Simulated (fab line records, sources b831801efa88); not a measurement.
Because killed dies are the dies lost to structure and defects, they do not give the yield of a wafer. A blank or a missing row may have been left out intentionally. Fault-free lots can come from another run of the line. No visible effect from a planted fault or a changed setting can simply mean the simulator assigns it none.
One fault through the eyes of 2 desks / flow gf180mcu / only its own numbers are on each desk; what lay behind them is given at the end

## AT THE TOOL OWNER'S DESK: litho track-04
The tool's own readings at GF_M5_PEB_05 (peb time 90 s): means of the sampled wafers that have a number, for each lot that ran on this tool. A lot is out of limits, marked OUT, if its mean lies more than 4 standard deviations from the usual mean; the brackets give that distance.
Columns: A = heater power total W at GF_M5_PEB_05, usual 85.70 W; B = plate temp C at GF_M5_PEB_05, usual 134.97 C
lot=L346; first seen here=day 26 12:08; A=85.77; B=135.10
lot=L349; first seen here=day 27 13:34; A=85.71; B=135.01
lot=L353; first seen here=day 28 18:28; A=85.61; B=134.77
lot=L362; first seen here=day 31 04:53; A=94.34 (+99 or more) OUT; B=145.34 (+80) OUT
lot=L363; first seen here=day 31 11:23; A=94.33 (+99 or more) OUT; B=145.18 (+79) OUT
This desk finds L362, L363 out of limits, L362 being first, at day 31 04:53 (heater power total W at GF_M5_PEB_05). In limits: L346, L349, L353.

## AT THE METROLOGY DESK
What the gauges read for every lot (on any tool): the sampled wafers with a number, averaged. A lot is out of limits, marked OUT, if its mean lies more than 4 standard deviations from the usual mean; the brackets give that distance.
Columns: A = V4_W_RS at GF_V4_RS_MEAS_24, usual 0.328 ohm/sq; B = cd nm at GF_M5_CD_MEAS_07, usual 280.0 nm
lot=L346; first seen here=day 24 16:29; A=0.331; B=281.0
lot=L348; first seen here=day 25 14:35; A=0.328; B=282.1
lot=L349; first seen here=day 25 20:17; A=0.336; B=278.9
lot=L351; first seen here=day 26 13:53; A=0.324; B=277.5
lot=L352; first seen here=day 26 22:49; A=0.322; B=278.7
lot=L353; first seen here=day 27 01:32; A=0.323; B=279.2
lot=L355; first seen here=day 27 19:59; A=0.332; B=279.9
lot=L362; first seen here=day 29 15:17; A=0.333; B=262.1 (-15) OUT
lot=L363; first seen here=day 29 22:48; A=0.331; B=261.7 (-15) OUT
lot=L365; first seen here=day 30 15:22; A=0.328; B=281.2
lot=L366; first seen here=day 30 22:06; A=0.326; B=280.0
lot=L367; first seen here=day 31 05:39; A=0.321; B=280.6
This desk finds L362, L363 out of limits, L362 being first, at day 31 05:14 (cd nm at GF_M5_CD_MEAS_07). In limits: L346, L348, L349, L351, L352, L353, L355, L365, L366, L367.

## BROUGHT TOGETHER
On L362, L363, at day 31 04:53, an alarm was possible from the tool owner's desk.
Metrology desk: alarm possible at day 31 05:14 on L362, L363.
Of the lots named, all ran GF_M5_PEB_05 on litho track-04.

## WHAT HAD BEEN PUT IN BY THE SIMULATOR
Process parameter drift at GF_M5_PEB_05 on litho track-04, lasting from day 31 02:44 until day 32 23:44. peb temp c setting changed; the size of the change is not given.
Shown lots that were struck: L362, L363.
Time in hours from fault onset to the first out-of-limits reading at each desk: tool owner's desk 2, metrology desk 2.
